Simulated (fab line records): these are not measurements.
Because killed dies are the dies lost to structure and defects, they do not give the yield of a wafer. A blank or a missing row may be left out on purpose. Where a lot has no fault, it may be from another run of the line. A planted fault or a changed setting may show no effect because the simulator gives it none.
fab line records | flow sky130 | part 2 of 2: steps 21 to 21 of 21
record lots=7 wafers=21 last-day=50
route steps=708 shown LI_CONTACT@383 LOCAL_INTERCONNECT@387 PAD_OPEN@708
lots that met no fault: from a run of the same line without faults
start-h: start of the lot's first displayed wafer, in hours after the record's first day | wait-h: hours from the lot's prior step to this one | " the same as in the row above | L1.1+2: a row that stands for several wafers | - no value present, or no start provided | * or withheld: withheld | < > ~ a bound
route shown NAME@n: NAME is a module with steps in the file, n the number in the route of the first one | usual: mean and standard deviation over wafers with no fault | same: alike in all rows | chamber/n: place in a boat | sites: readings site by site | _std_site: their standard deviation | _edge_site: the outer-site mean with the inner-site mean subtracted | radius-mm: for every site, how far away it sits from the centre of the wafer | mask NAME#n: copy n | behind: tool/chamber where the wafer was last shaped | hold: cause of the lot's hold/its duration in hours/its outcome | device: the transistor (n, p or np) that didn't switch | end of line: the tests these same wafers got at the end of their route | a step without rows: its recipe alone | killed: dies lost to structure and defects at the first sort, not the wafer's yield | map: a wafer's dies, marking killed ones x, the rest . and places with no die _
set.NAME: the setting as run; set.NAME@STEP: as run at that earlier step | model.NAME: the simulator's own value behind a step, which no gauge read
lots at selected steps of the route; one table per step, one row per wafer
services: the hour from which a tool's chamber was out of use, counted from the record's first day as start-h (under 0 if before that day), plus the number of hours and why
## steps
# step SKY_PAD_OPEN_PROBE_99
# usual killed_at_M0_to_M3=43/6.6 killed_at_M4_up=3.4/1.8 killed-at-contacts=24/5.7 killed-at-front-end=15/4.2 killed-at-other=0.3/0.58 killed-dies=86/8 killed-on-rim=16/3.9 killed-open=46/7.2 killed-short=39/5.8
# same gross-dies=492 killed-at-back-side=0
# columns lot.wafer tool chamber start-h wait-h killed_at_M0_to_M3 killed_at_M4_up killed-at-contacts killed-at-front-end killed-at-other killed-dies killed-on-rim killed-open killed-short
L924.4 prober-01 - 1083.13 0.2 36 7 30 10 0 83 11 49 34
L924.5 prober-01 - 1083.18 0.2 53 1 25 23 0 102 25 61 40
L924.6 prober-01 - 1083.23 0.2 34 1 27 13 1 76 23 38 38
L932.3 prober-01 - 1141.66 0.2 46 5 24 9 1 85 13 40 42
L932.5 prober-01 - 1141.76 0.2 49 4 26 8 0 87 20 48 38
L932.6 prober-01 - 1141.81 0.2 47 2 22 13 0 84 18 41 43
L933.2 prober-02 - 1142.10 0.1 44 4 34 14 0 96 13 51 45
L933.3 prober-02 - 1142.15 0.2 43 3 13 13 0 72 9 34 37
L933.5 prober-02 - 1142.25 0.2 41 5 36 23 0 105 21 61 43
L941.3 prober-02 - 1190.56 0.2 48 2 28 16 0 94 21 52 42
L941.5 prober-02 - 1190.66 0.2 47 1 27 9 1 85 19 47 38
L941.6 prober-02 - 1190.71 0.2 36 6 21 16 0 79 18 44 35
L944.4 prober-02 - 1197.59 0.2 38 7 432 15 0 492 96 42 40
L946.2 prober-01 - 1200.08 0.1 46 4 22 12 1 85 12 45 40
L946.5 prober-01 - 1200.23 0.2 46 3 19 23 0 91 17 44 46
L946.6 prober-01 - 1200.28 0.2 40 3 436 12 1 492 96 44 33
L945.3 prober-02 - 1204.13 0.2 39 5 26 16 0 86 18 52 33
L945.5 prober-02 - 1204.23 0.2 46 2 14 29 0 91 18 51 40
L945.6 prober-02 - 1204.28 0.2 44 1 437 10 0 492 96 55 24
# killed by level:class
L924.4 LI_CONTACT:geometric-particle:open=11 VIA3:geometric-particle:open=9 CONTACT:geometric-particle:open=7 VIA1:geometric-particle:open=7 VIA2:geometric-particle:open=6 METAL4:geometric-particle:short=6 METAL3:geometric-particle:short=4 LI_CONTACT:geometric-particle:short=4
L924.5 VIA1:geometric-particle:open=18 CONTACT:geometric-particle:open=13 METAL1:geometric-particle:short=9 LI_CONTACT:geometric-particle:open=7 POLY_GATE:geometric-particle:open=6 VIA3:geometric-particle:open=6 VIA1:geometric-particle:short=5 FIELD_ISO:geometric-particle:open=4
L924.6 LI_CONTACT:geometric-particle:open=10 CONTACT:geometric-particle:open=8 VIA1:geometric-particle:open=8 VIA1:geometric-particle:short=7 CONTACT:geometric-particle:short=5 METAL2:geometric-particle:short=5 LI_CONTACT:geometric-particle:short=4 METAL1:geometric-particle:short=4
L932.3 CONTACT:geometric-particle:open=9 VIA1:geometric-particle:open=8 VIA1:geometric-particle:short=8 VIA2:geometric-particle:open=7 LOCAL_INTERCONNECT:geometric-particle:short=6 VIA3:geometric-particle:open=6 FIELD_ISO:geometric-particle:short=4 CONTACT:geometric-particle:short=4
L932.5 VIA1:geometric-particle:open=13 CONTACT:geometric-particle:open=10 VIA2:geometric-particle:open=10 LOCAL_INTERCONNECT:geometric-particle:short=8 VIA3:geometric-particle:open=7 VIA1:geometric-particle:short=5 CONTACT:geometric-particle:short=4 METAL2:geometric-particle:short=4
L932.6 VIA1:geometric-particle:open=11 METAL1:geometric-particle:short=9 VIA1:geometric-particle:short=7 METAL2:geometric-particle:short=6 LOCAL_INTERCONNECT:geometric-particle:short=5 CONTACT:geometric-particle:open=5 VIA2:geometric-particle:open=5 VIA3:geometric-particle:open=5
L933.2 LI_CONTACT:geometric-particle:open=11 CONTACT:geometric-particle:open=9 VIA1:geometric-particle:open=9 METAL2:geometric-particle:short=7 VIA3:geometric-particle:open=6 CONTACT:geometric-particle:short=6 LI_CONTACT:geometric-particle:short=5 VIA3:geometric-particle:short=5
L933.3 VIA1:geometric-particle:open=9 LI_CONTACT:geometric-particle:open=6 VIA3:geometric-particle:open=6 VIA2:geometric-particle:open=5 METAL1:geometric-particle:short=5 METAL2:geometric-particle:short=5 VIA2:geometric-particle:short=5 LOCAL_INTERCONNECT:geometric-particle:short=4
L933.5 CONTACT:geometric-particle:open=14 LI_CONTACT:geometric-particle:open=9 CONTACT:geometric-particle:short=8 FIELD_ISO:geometric-particle:open=7 VIA2:geometric-particle:open=7 VIA1:geometric-particle:open=6 VIA3:geometric-particle:open=6 FIELD_ISO:geometric-particle:short=5
L941.3 VIA1:geometric-particle:open=13 CONTACT:geometric-particle:open=11 METAL3:geometric-particle:short=7 VIA2:geometric-particle:open=6 POLY_GATE:geometric-particle:open=5 LOCAL_INTERCONNECT:geometric-particle:short=5 METAL1:geometric-particle:short=5 VIA3:geometric-particle:open=5
L941.5 CONTACT:geometric-particle:open=13 VIA1:geometric-particle:open=11 VIA2:geometric-particle:open=9 LOCAL_INTERCONNECT:geometric-particle:short=5 VIA1:geometric-particle:short=5 LI_CONTACT:geometric-particle:short=4 VIA3:geometric-particle:open=4 METAL2:geometric-particle:short=4
L941.6 LOCAL_INTERCONNECT:geometric-particle:short=8 CONTACT:geometric-particle:open=7 VIA3:geometric-particle:open=6 VIA1:geometric-particle:open=6 VIA2:geometric-particle:open=6 POLY_GATE:geometric-particle:short=5 METAL3:geometric-particle:short=5 METAL2:geometric-particle:short=5
L944.4 LOCAL_INTERCONNECT:area-expose=407 VIA1:geometric-particle:open=10 CONTACT:geometric-particle:open=9 METAL1:geometric-particle:short=8 CONTACT:geometric-particle:short=6 VIA3:geometric-particle:open=6 LI_CONTACT:geometric-particle:open=5 VIA1:geometric-particle:short=5
L946.2 CONTACT:geometric-particle:open=10 METAL2:geometric-particle:short=8 VIA2:geometric-particle:open=8 METAL1:geometric-particle:short=7 VIA1:geometric-particle:open=7 LI_CONTACT:geometric-particle:open=5 VIA2:geometric-particle:short=4 VIA3:geometric-particle:open=4
L946.5 VIA1:geometric-particle:open=10 FIELD_ISO:geometric-particle:short=6 VIA2:geometric-particle:open=6 POLY_GATE:geometric-particle:short=6 LI_CONTACT:geometric-particle:open=6 CONTACT:geometric-particle:open=5 CONTACT:geometric-particle:short=5 VIA1:geometric-particle:short=5
L946.6 LOCAL_INTERCONNECT:area-expose=414 CONTACT:geometric-particle:open=8 LI_CONTACT:geometric-particle:open=7 VIA1:geometric-particle:open=7 VIA2:geometric-particle:open=6 FIELD_ISO:geometric-particle:open=5 METAL1:geometric-particle:short=5 VIA1:geometric-particle:short=5
L945.3 VIA1:geometric-particle:open=11 CONTACT:geometric-particle:open=10 LI_CONTACT:geometric-particle:open=9 CONTACT:geometric-particle:short=5 POLY_GATE:geometric-particle:short=4 SPACER:geometric-particle:open=4 METAL1:geometric-particle:open=4 VIA2:geometric-particle:open=4
L945.5 VIA1:geometric-particle:open=10 POLY_GATE:geometric-particle:short=9 POLY_GATE:geometric-particle:open=9 FIELD_ISO:geometric-particle:open=7 LI_CONTACT:geometric-particle:open=6 VIA1:geometric-particle:short=6 VIA3:geometric-particle:open=5 VIA2:geometric-particle:open=5
L945.6 LOCAL_INTERCONNECT:area-expose=413 CONTACT:geometric-particle:open=10 VIA1:geometric-particle:open=10 VIA2:geometric-particle:open=9 LI_CONTACT:geometric-particle:open=7 METAL1:geometric-particle:short=5 VIA3:geometric-particle:open=5 FIELD_ISO:geometric-particle:open=4
# map L944.4 (x killed, . not)
__________xxxxxxxxxx_________
________xxxxxxxxxxxxxx_______
______xxxxxxxxxxxxxxxxxx_____
_____xxxxxxxxxxxxxxxxxxxx____
____xxxxxxxxxxxxxxxxxxxxxx___
___xxxxxxxxxxxxxxxxxxxxxxxx__
__xxxxxxxxxxxxxxxxxxxxxxxxxx_
_xxxxxxxxxxxxxxxxxxxxxxxxxxxx
_xxxxxxxxxxxxxxxxxxxxxxxxxxxx
_xxxxxxxxxxxxxxxxxxxxxxxxxxxx
_xxxxxxxxxxxxxxxxxxxxxxxxxxxx
_xxxxxxxxxxxxxxxxxxxxxxxxxxxx
_xxxxxxxxxxxxxxxxxxxxxxxxxxxx
_xxxxxxxxxxxxxxxxxxxxxxxxxxxx
_xxxxxxxxxxxxxxxxxxxxxxxxxxxx
__xxxxxxxxxxxxxxxxxxxxxxxxxx_
___xxxxxxxxxxxxxxxxxxxxxxxx__
____xxxxxxxxxxxxxxxxxxxxxx___
_____xxxxxxxxxxxxxxxxxxxx____
______xxxxxxxxxxxxxxxxxx_____
________xxxxxxxxxxxxxx_______
__________xxxxxxxxxx_________
# map L945.6 (x killed, . not)
__________xxxxxxxxxx_________
________xxxxxxxxxxxxxx_______
______xxxxxxxxxxxxxxxxxx_____
_____xxxxxxxxxxxxxxxxxxxx____
____xxxxxxxxxxxxxxxxxxxxxx___
___xxxxxxxxxxxxxxxxxxxxxxxx__
__xxxxxxxxxxxxxxxxxxxxxxxxxx_
_xxxxxxxxxxxxxxxxxxxxxxxxxxxx
_xxxxxxxxxxxxxxxxxxxxxxxxxxxx
_xxxxxxxxxxxxxxxxxxxxxxxxxxxx
_xxxxxxxxxxxxxxxxxxxxxxxxxxxx
_xxxxxxxxxxxxxxxxxxxxxxxxxxxx
_xxxxxxxxxxxxxxxxxxxxxxxxxxxx
_xxxxxxxxxxxxxxxxxxxxxxxxxxxx
_xxxxxxxxxxxxxxxxxxxxxxxxxxxx
__xxxxxxxxxxxxxxxxxxxxxxxxxx_
___xxxxxxxxxxxxxxxxxxxxxxxx__
____xxxxxxxxxxxxxxxxxxxxxx___
_____xxxxxxxxxxxxxxxxxxxx____
______xxxxxxxxxxxxxxxxxx_____
________xxxxxxxxxxxxxx_______
__________xxxxxxxxxx_________
## services
# columns tool chamber start-h hours kind
plasma-asher-01 - 668.12 1.2 repair
rie-metal-02 - 678.61 3.9 repair
cvd-w-01 1 684.68 2.6 repair
cmp-01 - 697.91 1.0 repair
plasma-asher-01 - 716.65 28.1 pm
cmp-01 - 718.55 5.0 pm
krf-scanner-02 - 720.67 3.6 pm
cvd-w-01 - 725.82 0.8 repair
plasma-asher-03 - 733.80 9.0 pm
cvd-w-01 - 736.79 0.7 repair
rie-metal-04 0 741.38 29.8 repair
cmp-02 - 744.14 4.0 pm
pvd-sputter-03 - 753.50 4.7 repair
rie-metal-04 - 753.79 2.8 pm
plasma-asher-04 - 773.84 3.5 repair
krf-scanner-02 - 776.64 0.8 pm
krf-scanner-02 - 784.45 1.0 pm
krf-scanner-02 - 785.45 1.3 pm
cmp-01 - 813.30 3.9 pm
cvd-w-01 - 827.64 0.4 repair
cmp-02 - 829.48 1.1 repair
rie-metal-04 1 831.56 3.0 repair
rie-metal-04 0 863.55 12.9 repair
rie-metal-04 - 865.75 4.5 repair
## key
first-sign step=SKY_LOCAL_INTERCONNECT_CD_MEAS_11 reading=cd-nm direction=down sigmas=40 usual=169.9 struck=114.5
effect step=SKY_PAD_OPEN_PROBE_99 reading=killed-at-contacts direction=up sigmas=72 usual=24 struck=435
model-effect step=SKY_LOCAL_INTERCONNECT_ETCH_13 value=LOCAL_INTERCONNECT.cd-nm without=170.7 struck=114.1
model-effect step=SKY_LOCAL_INTERCONNECT_METAL_ETCH_14 value=LOCAL_INTERCONNECT.cd-nm without=170.5 struck=113.9
more-kills-born-at SKY_LOCAL_INTERCONNECT_EXPOSE_08@krf-scanner-02=1234
met-at SKY_LOCAL_INTERCONNECT_EXPOSE_08
struck-wafers L944.4,L945.6,L946.6
later-rows-left-out L944.4,L945.6,L946.6
tester-left-out L944,L945,L946
onset-between 845.82 857.94
fault kind=process-parameter-drift tool=krf-scanner-02 chamber=- onset-h=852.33 steps=SKY_LOCAL_INTERCONNECT_EXPOSE_08 channel=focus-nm offset=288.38 shape=step end-h=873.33 scope=struck-wafers-only
# tester-left-out: of these lots the tester's yield and bins aren't shown, on N5 and GAA mostly nor the transistor test; their killed dies are dies lost to structure and defects alone, not to doping, threshold or leakage, so they don't give the yield
# later-rows-left-out: the simulator's readings of these wafers behind a module that went badly wrong aren't trusted and aren't shown, but for the sort
